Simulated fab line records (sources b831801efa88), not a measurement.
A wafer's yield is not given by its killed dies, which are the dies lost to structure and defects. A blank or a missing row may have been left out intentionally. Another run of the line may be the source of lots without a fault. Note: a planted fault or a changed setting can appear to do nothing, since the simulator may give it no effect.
A lot that was struck, set against a sound lot + flow sky130 + 18 steps out of a route of 708
Sound: the wafers L644.2, L644.3, L644.5. Struck: wafer L648.3; the same lot's L648.1 was not struck, so it is left out; see the end for the cause.
For every step that has rows: the tool of each side, followed by ch and its chambers, followed by its first start. Under that, the readings that differ: sound wafers + struck wafers + difference of the means + sigmas: that difference in standard deviations of wafers without a fault.
alike: same words and numbers on both sides, and readings whose means sit less than 2 such deviations apart. not compared: any withheld reading, any reading some wafer has no value for, any bound like >300 that may hide the same value, and any number with overlapping values for which the record gives no deviation.
A row with sigmas, a row that says differs or no value, or rows on one side alone: a step with any of these is where the two part. Numbers that have no deviation but don't overlap get no sigmas and don't part them. A reading missing from all wafers of one side parts the sides only when that side holds two or more wafers.

first, 3 steps without rows for these wafers: SKY_VIA2_EXPOSE_09 (exposes mask VIM2, target cd 200 nm); SKY_VIA2_PEB_10; SKY_VIA2_DEVELOP_11 (develop time 60 s).
SKY_VIA2_CD_MEAS_12 targets a cd of 200 nm.
  sound: cd-sem-01 at day 38 10:17; struck: cd-sem-01 at day 39 15:07
  alike: cd-nm
SKY_VIA2_OVL_MEAS_13:
  sound: overlay-02 at day 38 10:24; struck: overlay-01 at day 39 15:14
  alike: VIA2_OVL
SKY_VIA2_ETCH_14: etches BARC in N2/H2, stops on SiO2, time 45.9 s, target depth 60 nm.
  sound on rie-diel-04 ch 0,2,3, day 38 10:26; struck on rie-diel-02 ch 0, day 39 15:17
  alike: drypump-motor-current-A, oes-product-au, throttle-valve-pct
  not compared: rf-hours-counter-h
SKY_VIA2_ETCH_15: etches SiO2 in C4F8/O2/Ar, stops on TiN, target depth 546 nm, time 84 s.
  sound on rie-diel-04 ch 0,2,3, day 38 10:28; struck on rie-diel-02 ch 0, day 39 15:19
  alike: oes-product-au
  not compared: rf-hours-counter-h
SKY_VIA2_STRIP_16: strips in O2/N2.
  sound on plasma-asher-04 ch 0,1, day 38 10:32; struck on plasma-asher-03 ch 1, day 39 15:23
| reading                     | sound          | struck | difference | sigmas |
|-----------------------------|----------------|--------|------------|--------|
| drypump-motor-current-A (A) | 5.20 5.53 5.19 | 5.74   | +0.43      | +2     |
  alike: oes-product-au, strip-time-to-endpoint-s
  not compared: rf-hours-counter-h
then, 3 steps without rows for these wafers: SKY_VIA2_STRIP_17 (strips in post etch residue remover, time 1200 s); SKY_VIA2_CLEAN_18 (cleans in IPA, time 180 s); SKY_VIA2_CLEAN_19 (cleans in O3/DIW).
SKY_VIA2_SPUTTER_20: material TiN, target thk 20 nm, time 80 s.
  sound: pvd-sputter-03 at day 38 11:19; struck: pvd-sputter-03 at day 39 15:59
  alike: throttle-valve-pct
SKY_VIA2_CVD_21: deposits W, target thk 420 nm, time 126.4 s.
  sound on cvd-w-01 ch 0,1, day 38 11:22; struck on cvd-w-01 ch 1, day 39 16:02
| reading                            | sound             | struck | difference | sigmas |
|------------------------------------|-------------------|--------|------------|--------|
| model.W_of_VIA2_CVD_21.thk-nm (nm) | 428.4 424.8 416.7 | 270.2  | -153.1     |        |
  alike: heater-power-w
  not compared: since-wet-clean-h
SKY_VIA2_RS_MEAS_22: the measuring method here is four-point-probe.
  sound: film-metro-03 at day 38 11:31; struck: film-metro-03 at day 39 16:27
| reading            | sound             | struck | difference | sigmas |
|--------------------|-------------------|--------|------------|--------|
| VIA2_W_RS (ohm/sq) | 0.268 0.270 0.275 | 0.426  | +0.155     | +36    |
  not compared: hold
SKY_VIA2_THK_MEAS_23: measures by xrf.
  sound: film-metro-03 at day 38 11:38; struck: film-metro-03 at day 39 20:11
| reading         | sound       | struck | difference | sigmas |
|-----------------|-------------|--------|------------|--------|
| VIA2_W_THK (nm) | 424 421 411 | 266    | -153       | -21    |
  not compared: hold
SKY_VIA2_CMP_24: polishes, stops on SiO2, t overpolish 20 s, target thk 0 nm.
  sound on cmp-02 ch 0,2, day 38 11:44; struck on cmp-02 ch 1, day 39 21:22
| reading                | sound       | struck                   | difference                   | sigmas |
|------------------------|-------------|--------------------------|------------------------------|--------|
| hold                   | - - -       | await-dispo/1.1h/release | no value on the sound wafers |        |
| time-to-endpoint-s (s) | 106 103 102 | 61                       | -43                          | -12    |
  alike: motor-current-A
SKY_METAL3_SPUTTER_00: material Ti, target thk 15 nm, time 10 s.
  sound: pvd-sputter-02 at day 38 11:59; struck: pvd-sputter-02 at day 39 21:40
  alike: throttle-valve-pct
SKY_PAD_OPEN_PROBE_99:
  sound wafers here have rows in the record (prober-02, day 47 10:53); struck ones have none

WHERE THEY PART
Earliest at SKY_VIA2_STRIP_16; latest, in this record, at SKY_PAD_OPEN_PROBE_99.

WHY: what had been put in by the simulator
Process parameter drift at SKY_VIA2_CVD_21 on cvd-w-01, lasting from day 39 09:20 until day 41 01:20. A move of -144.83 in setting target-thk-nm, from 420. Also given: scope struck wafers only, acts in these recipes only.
